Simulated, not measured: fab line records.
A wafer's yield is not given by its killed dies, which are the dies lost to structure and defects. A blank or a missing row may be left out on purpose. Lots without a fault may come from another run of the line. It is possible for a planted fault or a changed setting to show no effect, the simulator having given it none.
Split-lot trial | flow gf180mcu | 23 wafers read across 5 lots, on a route 602 steps long

== ON THE SPLIT ==
At GF_MVPSD_COAT_02 (resist thk 3000 nm), the setting resist-thk-nm was moved away from the recipe's 3000 nm on 11 of the 23 wafers read, by +2.3% to +4.7%. For the rest of the wafers, this setting stayed at what the recipe calls for.

The reading is taken at the split's own step.

== THE READING ==
coat_of_MVPSD_COAT_02.thk-nm (the simulator's own value, which no gauge read), in nm, at GF_MVPSD_COAT_02 (resist thk 3000 nm). There is no usual value for it anywhere in the file. Across the 12 wafers here that went through the recipe, the average is 3002 nm and the standard deviation 8.9 nm.

wafer  | tool, chamber at the split | resist-thk-nm as run, nm | against the recipe | coat_of_MVPSD_COAT_02.thk-nm, nm | against lot-mates on the recipe
L077.2 | litho-track-02, 0          | 3000                     | recipe             | 2998                             | -
L077.3 | litho-track-02, 0          | 3127                     | +4.2%              | 3130                             | +130
L077.4 | litho-track-02, 0          | 3000                     | recipe             | 2999                             | -
L077.5 | litho-track-02, 0          | 3127                     | +4.2%              | 3118                             | +118
L077.6 | litho-track-02, 0          | 3000                     | recipe             | 3002                             | -
L076.1 | litho-track-04, 0          | 3000                     | recipe             | 3022                             | -
L076.2 | litho-track-04, 0          | 3068                     | +2.3%              | 3077                             | +58
L076.3 | litho-track-04, 0          | 3068                     | +2.3%              | 3086                             | +68
L076.5 | litho-track-04, 0          | 3068                     | +2.3%              | 3081                             | +62
L076.6 | litho-track-04, 0          | 3000                     | recipe             | 3015                             | -
L081.2 | litho-track-03, 0          | 3000                     | recipe             | 2998                             | -
L081.3 | litho-track-03, 0          | 3000                     | recipe             | 3007                             | -
L081.4 | litho-track-03, 0          | 3000                     | recipe             | 2994                             | -
L080.2 | litho-track-02, 0          | 3107                     | +3.6%              | 3108                             | +108
L080.3 | litho-track-02, 0          | 3107                     | +3.6%              | 3099                             | +99
L080.4 | litho-track-02, 0          | 3107                     | +3.6%              | 3112                             | +112
L080.5 | litho-track-02, 0          | 3000                     | recipe             | 3003                             | -
L080.6 | litho-track-02, 0          | 3000                     | recipe             | 2997                             | -
L083.2 | litho-track-02, 0          | 3140                     | +4.7%              | 3137                             | +146
L083.6 | litho-track-02, 0          | 3140                     | +4.7%              | 3137                             | +146
L083.3 | litho-track-02, 0          | 3000                     | recipe             | 2993                             | -
L083.4 | litho-track-02, 0          | 3000                     | recipe             | 2990                             | -
L083.5 | litho-track-02, 0          | 3140                     | +4.7%              | 3140                             | +148

THE FIT
A straight line over all 23 wafers: coat_of_MVPSD_COAT_02.thk-nm changes by +29.5 nm for each +1% of resist-thk-nm; r = +0.99; the points scatter about the line by 8.8 nm.
The same after taking each lot's own level away (the mean of its wafers on the recipe; 23 wafers): +30.4 nm for each +1%; r = +1.00; scatter 5.2 nm.
Per that fit: largest resist-thk-nm move, reading shift of 1.4e+02 nm.
From 2991.5 to 3018.5 nm: that is the span of the lots' own levels, equal to 3.0 times the standard deviation above.
The two slopes agree, so the slope changes little with the lot-to-lot level.
Check: with one of the wafers moved furthest among these (+4.7%) left out of the fit, the line predicts +140 nm for it against its lot-mates. Against them it came out at +146 nm.

== OTHER SPLITS ON THESE WAFERS ==
Other splits were also applied to these wafers ahead of the reading. Each is held against what the fit with the lots' levels taken away leaves over:
other split on the same wafers   | wafers away from the commonest value | r with coat_of_MVPSD_COAT_02.thk-nm (lot level and that fit taken away)
GF_STI_OXIDATION_01 ox-time-s    | 10                                   | +0.30
GF_DNWELL_IMPLANT_07 dose-cm2    | 9                                    | +0.03
GF_NWELL_SOFTBAKE_03 temp-c      | 5                                    | +0.18
GF_NWELL_IMPLANT_08 dose-cm2     | 10                                   | +0.20
GF_LVPWELL_IMPLANT_09 energy-kev | 6                                    | -0.34

== THE WHOLE CHAIN: every reading that the file lists as answering this split, in the file's order ==
step              | what it does       | reading                                                                       | change (the file's fit)              | r (the file's)
GF_MVPSD_COAT_02  | resist thk 3000 nm | coat_of_MVPSD_COAT_02.thk-nm (the simulator's own value, which no gauge read) | +30.1 nm for each +1% of the setting | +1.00
GF_MVPSD_STRIP_10 | strips in O2/N2    | strip-time-to-endpoint-s                                                      | withheld for each +1% of the setting | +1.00

== THE FILE'S OWN FIT ==
coat_of_MVPSD_COAT_02.thk-nm changes by +30.1 nm for each +1% of resist-thk-nm, r = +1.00.
